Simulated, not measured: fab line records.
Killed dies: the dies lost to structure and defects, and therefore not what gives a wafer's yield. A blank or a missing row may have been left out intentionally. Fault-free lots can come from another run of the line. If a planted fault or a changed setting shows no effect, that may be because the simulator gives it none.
What tool caused it? | flow sky130 | Sampling: 15 lots, 45 wafers, 4 of 708 route steps

== WHAT EACH GAUGE READ, for each wafer ==
SKY_VT_ADJUST_PCH_OVL_MEAS_07.
lot  | measured     | on         | VT_ADJUST_PCH_OVL (nm)
L131 | day 10 05:22 | overlay-02 | -1.8 0.2 -0.9
L132 | day 10 16:45 | overlay-02 | -0.4 -1.2 1.2
L137 | day 12 03:16 | overlay-01 | -1.0 -4.3 -0.9
L138 | day 12 12:31 | overlay-01 | 1.0 -1.4 0.3
L139 | day 12 20:57 | overlay-02 | 0.2 0.1 -0.5
L143 | day 13 23:43 | overlay-02 | -1.0 0.1 -0.6
L144 | day 14 08:07 | overlay-01 | 1.8 0.6 2.9
L147 | day 15 12:55 | overlay-01 | 0.2 -1.1 -1.2
L148 | day 16 04:18 | overlay-02 | -1.5 0.8 -1.3
L149 | day 16 04:36 | overlay-02 | 1.6 0.3 -1.9
L150 | day 16 06:05 | overlay-02 | 0.4 0.8 1.6
L151 | day 16 15:40 | overlay-02 | -0.3 -1.8 -1.8
L152 | day 17 00:00 | overlay-02 | -1.5 -0.8 -0.9
L153 | day 17 10:24 | overlay-02 | 0.5 0.7 -0.4
L154 | day 17 16:55 | overlay-01 | 2.7 0.7 2.3

SKY_SD_N_CD_MEAS_07: the cd target is 380 nm.
lot  | measured     | on        | cd-nm (nm)
L131 | day 28 03:51 | cd-sem-02 | 377.7 378.6 379.2
L132 | day 28 08:06 | cd-sem-01 | 379.1 379.8 380.5
L143 | day 31 16:32 | cd-sem-01 | 376.9 377.9 376.8
L144 | day 32 02:53 | cd-sem-01 | 380.2 377.5 376.0
L147 | day 33 09:54 | cd-sem-02 | 382.2 379.8 378.6
L148 | day 34 01:09 | cd-sem-02 | 380.6 380.0 378.5
L149 | day 34 03:19 | cd-sem-02 | 381.6 380.2 382.7
L150 | day 34 02:18 | cd-sem-02 | 382.6 380.5 379.8
L151 | day 34 08:01 | cd-sem-02 | 379.6 379.7 380.1
L152 | day 34 20:45 | cd-sem-02 | 380.8 380.8 382.5
L153 | day 35 00:41 | cd-sem-02 | 382.4 382.2 383.6
L154 | day 35 08:38 | cd-sem-01 | 382.1 384.7 383.8

SKY_CONTACT_RS_MEAS_25: the measuring method here is four-point-probe.
lot  | measured     | on            | CONTACT_W_RS (ohm/sq)
L131 | day 31 19:56 | film-metro-01 | 0.330 0.331 0.337
L132 | day 32 01:51 | film-metro-03 | 0.338 0.339 0.336
L143 | day 35 06:56 | film-metro-03 | 0.327 0.337 0.327
L144 | day 35 14:28 | film-metro-04 | 0.343 0.342 0.344
L147 | day 36 20:06 | film-metro-03 | 0.337 0.341 0.337
L148 | day 37 13:40 | film-metro-04 | 0.338 0.340 0.339
L149 | day 37 15:53 | film-metro-03 | 0.337 0.340 0.334
L150 | day 37 14:56 | film-metro-04 | 0.338 0.337 0.334
L151 | day 37 18:46 | film-metro-03 | 0.340 0.336 0.338
L152 | day 38 07:10 | film-metro-04 | 0.334 0.335 0.340
L153 | day 38 13:30 | film-metro-01 | 0.341 0.340 0.334
L154 | day 38 19:38 | film-metro-03 | 0.344 0.338 0.337

== WHAT TOOL EACH LOT RAN ON (gives the tool, then ch and the chambers of the sampled wafers, and finally the start) ==
lot  | SKY_SONOS_TUNNEL_DEVELOP_06
L131 | litho-track-01 ch 0, day 11 04:05
L132 | litho-track-01 ch 0, day 11 14:56
L137 | litho-track-02, day 13 02:03
L138 | litho-track-03, day 13 11:37
L139 | litho-track-03, day 13 21:16
L143 | litho-track-02 ch 0, day 15 00:54
L144 | litho-track-02 ch 0, day 15 10:18
L147 | litho-track-03 ch 0, day 16 17:52
L148 | litho-track-02 ch 0, day 17 09:54
L149 | litho-track-03 ch 0, day 17 10:33
L150 | litho-track-01 ch 0, day 17 10:48
L151 | litho-track-03 ch 0, day 17 21:54
L152 | litho-track-03 ch 0, day 18 06:07
L153 | litho-track-02 ch 0, day 18 15:30
L154 | litho-track-03 ch 0, day 18 22:40
- SKY_SONOS_TUNNEL_DEVELOP_06: develop time 60 s.

== AS READ BY THE TOOLS THEMSELVES (means over the sampled wafers that have a number; for cases with no such wafer, the mark the record gives instead) ==
SKY_SONOS_TUNNEL_DEVELOP_06.
lot  | tool           | chill-plate-temp-C (C)
L131 | litho-track-01 | 22.84
L132 | litho-track-01 | 22.99
L137 | litho-track-02 | -
L138 | litho-track-03 | -
L139 | litho-track-03 | -
L143 | litho-track-02 | 23.00
L144 | litho-track-02 | 22.96
L147 | litho-track-03 | 23.05
L148 | litho-track-02 | 22.93
L149 | litho-track-03 | 23.17
L150 | litho-track-01 | 23.11
L151 | litho-track-03 | 23.03
L152 | litho-track-03 | 22.92
L153 | litho-track-02 | 23.09
L154 | litho-track-03 | 23.11

== THE ANSWER, worked out from the rows above alone ==
Rule: the usual values come from the lots themselves. Put in order of their means at a reading, lots are off if they are a third of the lots or fewer, leave a main group of 4 or more, and stand apart from it by a gap of 3 or more times the standard deviation of the main group's means; of several such gaps the widest counts. A main group is skipped when, at the precision printed for the reading in the tables above, its means are all equal. A lot without any number at a reading at which 4 lots or more have one is off too. Any other lot the step has rows for is counted as sound. After the gauges, taken in route order, come the tools' own readings; for these a lot's mean is taken, as printed above. The first step at which some lot is off is used, and at that step the reading that is off furthest; a lot without a number counts as furthest.
Off, at SKY_SONOS_TUNNEL_DEVELOP_06 on chill-plate-temp-C: L137, L138, L139. Without a number there: L137, L138, L139. For the main group the mean is 23.02 C and the standard deviation 0.091.
If a tool, at that step or one of the process steps before it, ran each lot that is off and ran no sound lot following the first of them, it fits. Not one of the candidates tried fits.

== WHAT THE SIMULATOR HAD PUT IN ==
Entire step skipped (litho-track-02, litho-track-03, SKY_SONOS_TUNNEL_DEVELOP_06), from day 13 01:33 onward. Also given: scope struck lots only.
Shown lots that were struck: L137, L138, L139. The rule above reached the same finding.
